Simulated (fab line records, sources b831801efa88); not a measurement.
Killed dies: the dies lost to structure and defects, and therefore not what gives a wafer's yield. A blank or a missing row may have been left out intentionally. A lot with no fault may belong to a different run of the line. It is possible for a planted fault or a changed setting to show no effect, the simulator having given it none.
Chamber matching -- flow gf180mcu -- GF_V4_CMP_04 on cmp-02 has 4 sister chambers
The step polishes SiO2. 4 wafers are shown with their chamber, then 12 later ones without.

== WAFERS PAIRED WITH THEIR CHAMBERS ==
wafer,chamber,motor_current_A (A)
L085.3,1,9.8
L091.4,2,12.7
L091.5,0,10.6
L091.6,3,9.9

== WAFERS WITH NO CHAMBER GIVEN ==
wafer,motor_current_A (A)
L092.2,9.7
L092.3,9.7
L092.4,11.3
L094.1,11.1
L094.4,9.3
L094.5,12.1
L095.1,10.4
L095.4,12.0
L095.5,10.4
L096.2,9.3
L096.4,10.1
L096.5,9.7

== EACH ONE'S CHAMBER ==
wafer,from the rows above,in truth
L092.2,can't be placed: 1 or 3 or 0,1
L092.3,can't be placed: 1 or 3 or 0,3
L092.4,can't be placed: 0 or 2 or 3 or 1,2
L094.1,can't be placed: 0 or 3 or 1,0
L094.4,can't be placed: 1 or 3 or 0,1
L094.5,2,2
L095.1,can't be placed: 0 or 3 or 1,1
L095.4,can't be placed: 2 or 0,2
L095.5,can't be placed: 0 or 3 or 1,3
L096.2,can't be placed: 1 or 3 or 0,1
L096.4,can't be placed: 3 or 1 or 0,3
L096.5,can't be placed: 1 or 3 or 0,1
Correct placement for 1 of the 12. Not placeable from these rows: 11 (in 11, the candidates include the true chamber). Placed wrongly: 0.
How it was worked out, from the rows above alone: a wafer's distance from a chamber is the root of the sum, over the readings, of the square of ((its reading less the chamber's mean) divided by the reading's scatter). The wafer belongs to the nearest chamber; if the next one is less than 2 further off, it can't be placed. A chamber's mean is the mean of its shown wafers. The scatter (one wafer shown for each chamber): square how far every hidden wafer sits from the nearest shown wafer, average those squares and take the square root.
